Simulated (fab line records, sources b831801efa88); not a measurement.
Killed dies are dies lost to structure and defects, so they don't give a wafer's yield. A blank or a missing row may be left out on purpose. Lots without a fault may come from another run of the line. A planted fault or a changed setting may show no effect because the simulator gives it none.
Which tool did it? | flow sky130 | 6 lots, 18 wafers sampled, at 3 steps of a route of 708

WHAT THE GAUGES READ, wafer by wafer
SKY_SONOS_TUNNEL_CD_MEAS_07: target cd 410 nm.
lot  | measured     | on        | cd_nm (nm)
L553 | day 11 09:47 | cd_sem-01 | 410.6 409.9 409.9
L556 | day 13 02:05 | cd_sem-01 | 409.9 406.8 408.3
L561 | day 14 11:53 | cd_sem-01 | 283.3 281.6 282.3 283.4 281.8 282.5
L565 | day 15 13:49 | cd_sem-01 | 325.8 324.8 323.1 325.6 325.0 323.1
L568 | day 17 15:22 | cd_sem-01 | 413.8 414.0 412.6
L574 | day 18 13:23 | cd_sem-02 | 409.9 409.8 409.1

WHICH TOOL RAN EACH LOT (tool, then ch and the chambers of the sampled wafers, then the start)
lot  | SKY_VT_ADJUST_PCH_STRIP_09           | SKY_SONOS_TUNNEL_EXPOSE_04
L553 | plasma_asher-02 ch 0, day 10 11:08   | iline_stepper-02 ch 0, day 10 22:40
L556 | plasma_asher-02 ch 0,1, day 12 01:38 | iline_stepper-01 ch 0, day 12 13:55
L561 | plasma_asher-03 ch 0,1, day 13 10:08 | iline_stepper-02 ch 0, day 13 23:16
L565 | plasma_asher-03 ch 0,1, day 14 10:32 | iline_stepper-02 ch 0, day 15 00:17
L568 | plasma_asher-01 ch 0,1, day 16 12:23 | iline_stepper-01 ch 0, day 17 02:41
L574 | plasma_asher-02 ch 0,1, day 17 08:23 | iline_stepper-01 ch 0, day 17 21:43
- SKY_VT_ADJUST_PCH_STRIP_09: strips in O2/N2.
- SKY_SONOS_TUNNEL_EXPOSE_04: exposes mask TUNM, target cd 410 nm.

THE ANSWER, worked out from the rows above alone
Rule: what is usual is taken from the lots themselves. Put in order of their means at a reading, lots are off if they are a third of the lots or fewer, leave a main group of 4 or more, and stand apart from it by a gap of 3 or more times the standard deviation of the main group's means; of several such gaps the widest counts. A main group whose means are all the same, to the digits that the tables above print for the reading, isn't used. A lot without any number at a reading at which 4 lots or more have one is off too. The other lots that the step has rows for count as sound.
Off: L561, L565, at SKY_SONOS_TUNNEL_CD_MEAS_07 (cd_nm). The main group: mean 410.4 nm, standard deviation 1.9.
A tool fits if, at a process step before that reading, it ran every lot that is off, and no sound lot after the first of them. The gauges at SKY_SONOS_TUNNEL_CD_MEAS_07 are tried like those tools. Can't be told from this: 2 tools fit, plasma_asher-03 at SKY_VT_ADJUST_PCH_STRIP_09, iline_stepper-02 at SKY_SONOS_TUNNEL_EXPOSE_04.

WHAT THE SIMULATOR HAD PUT IN
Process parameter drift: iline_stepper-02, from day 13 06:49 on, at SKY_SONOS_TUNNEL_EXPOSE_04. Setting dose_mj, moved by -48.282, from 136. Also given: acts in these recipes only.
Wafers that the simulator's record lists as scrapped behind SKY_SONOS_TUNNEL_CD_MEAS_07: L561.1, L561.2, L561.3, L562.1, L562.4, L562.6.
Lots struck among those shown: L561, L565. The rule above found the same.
